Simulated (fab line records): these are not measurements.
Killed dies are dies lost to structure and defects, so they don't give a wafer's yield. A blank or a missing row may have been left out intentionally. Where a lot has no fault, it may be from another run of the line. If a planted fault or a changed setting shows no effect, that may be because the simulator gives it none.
Which tool did it?	flow gf180mcu	6 lots, 18 wafers sampled, at 1 step of a route of 602

WHAT THE GAUGES SHOWED, per wafer
GF_STI_THK_MEAS_24.
lot	measured	on	STI_CVD_23_THK (nm)
L162	day 2 13:02	film-metro-02	649 649 651
L165	day 3 04:54	film-metro-03	654 655 658
L168	day 3 22:16	film-metro-03	647 652 648
L173	day 5 00:07	film-metro-04	649 650 647
L176	day 5 15:17	film-metro-03	650 645 637
L182	day 6 21:20	film-metro-03	642 654 647

EACH LOT AND THE TOOL THAT RAN IT (in order: tool; ch and the chambers of the sampled wafers; start)
There is no process step in the record ahead of these readings.

THE ANSWER, worked out from the rows above alone
Rule: the usual values come from the lots themselves. The widest of any qualifying gaps counts: lots, ordered by their means at a reading, are off when they make up no more than a third of the lots, leave a main group of 4 or more, and stand apart from it by 3 or more times the standard deviation of that group's means. A main group is skipped when, at the precision printed for the reading in the tables above, its means are all equal. Also off: a lot with no number at a reading for which 4 or more lots have one. Where the step has rows for the other lots, those lots are counted as sound.
No lot is off on any of the readings shown, so nothing can be concluded from this.

WHAT WAS PUT IN BY THE SIMULATOR
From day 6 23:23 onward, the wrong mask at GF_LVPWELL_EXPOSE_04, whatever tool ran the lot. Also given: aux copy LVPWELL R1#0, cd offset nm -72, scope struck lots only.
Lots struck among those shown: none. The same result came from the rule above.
